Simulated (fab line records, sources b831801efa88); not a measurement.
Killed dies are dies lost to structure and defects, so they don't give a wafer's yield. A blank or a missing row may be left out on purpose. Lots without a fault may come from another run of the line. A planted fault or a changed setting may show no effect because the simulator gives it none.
One fault seen from 2 desks | flow gf180mcu | each desk has only its own numbers; what lay behind them comes last

THE METROLOGY DESK
What the gauges read, lot by lot, whatever tool the lot ran on: means of the sampled wafers that have a number. A lot is out of limits, marked OUT, if its mean lies more than 4 standard deviations from the usual mean; the brackets give that distance.
Columns: A = M3_OVL at GF_M3_OVL_MEAS_15, usual -3 nm; B = V3_CVD_00_THK at GF_V3_THK_MEAS_01, usual 600 nm; C = V3_CVD_02_THK at GF_V3_THK_MEAS_03, usual 849 nm
lot  | first seen here | A   | B   | C
L633 | day 21 16:43    | -4  | 597 | 838
L634 | day 22 01:38    | 0   | 607 | 835
L637 | day 23 06:16    | -6  | 601 | 849
L639 | day 23 22:22    | -14 | 599 | 927 (+6.5) OUT
L641 | day 24 20:32    | 5   | 596 | 947 (+8.2) OUT
L643 | day 25 11:52    | -5  | 612 | 858
L647 | day 26 11:22    | -2  | 596 | 857
L649 | day 27 08:16    | -3  | 596 | 828
L650 | day 27 10:47    | 0   | 597 | 836
L651 | day 27 20:41    | 2   | 609 | 858
L654 | day 28 10:22    | -12 | 605 | 848
L655 | day 29 02:01    | -9  | 603 | 857
This desk's finding: out of limits on L639, L641; first on L639, day 23 23:18 (V3_CVD_02_THK at GF_V3_THK_MEAS_03). In limits: L633, L634, L637, L643, L647, L649, L650, L651, L654, L655.

THE TOOL OWNER'S DESK: pecvd-02
The tool's own readings at GF_V3_CVD_02 (deposits SiO2 from TEOS, target thk 850 nm, time 94.851 s): means of the sampled wafers that have a number, for each lot that ran on this tool. A lot is out of limits, marked OUT, if its mean lies more than 4 standard deviations from the usual mean; the brackets give that distance.
Columns: A = heater_power_w at GF_V3_CVD_02, usual 681 W
lot  | first seen here | A
L634 | day 22 02:28    | 667
L637 | day 23 07:08    | 792
L639 | day 23 23:14    | 642
L641 | day 24 21:23    | 710
This desk's finding: nothing out of limits on any of the 4 lots.

PUT TOGETHER
The metrology desk could have raised an alarm at day 23 23:18, on L639, L641.
The tool owner's desk saw nothing out of limits.
The tool owner's desk has L639, L641 on record, within its limits.
Of the lots named, all ran GF_V3_CVD_02 on pecvd-02.

WHAT THE SIMULATOR HAD PUT IN
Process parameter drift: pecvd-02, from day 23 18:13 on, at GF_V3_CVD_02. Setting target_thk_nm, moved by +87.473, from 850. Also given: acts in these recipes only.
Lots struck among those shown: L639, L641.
Hours from the fault's start to each desk's first reading out of limits: the metrology desk, 5.
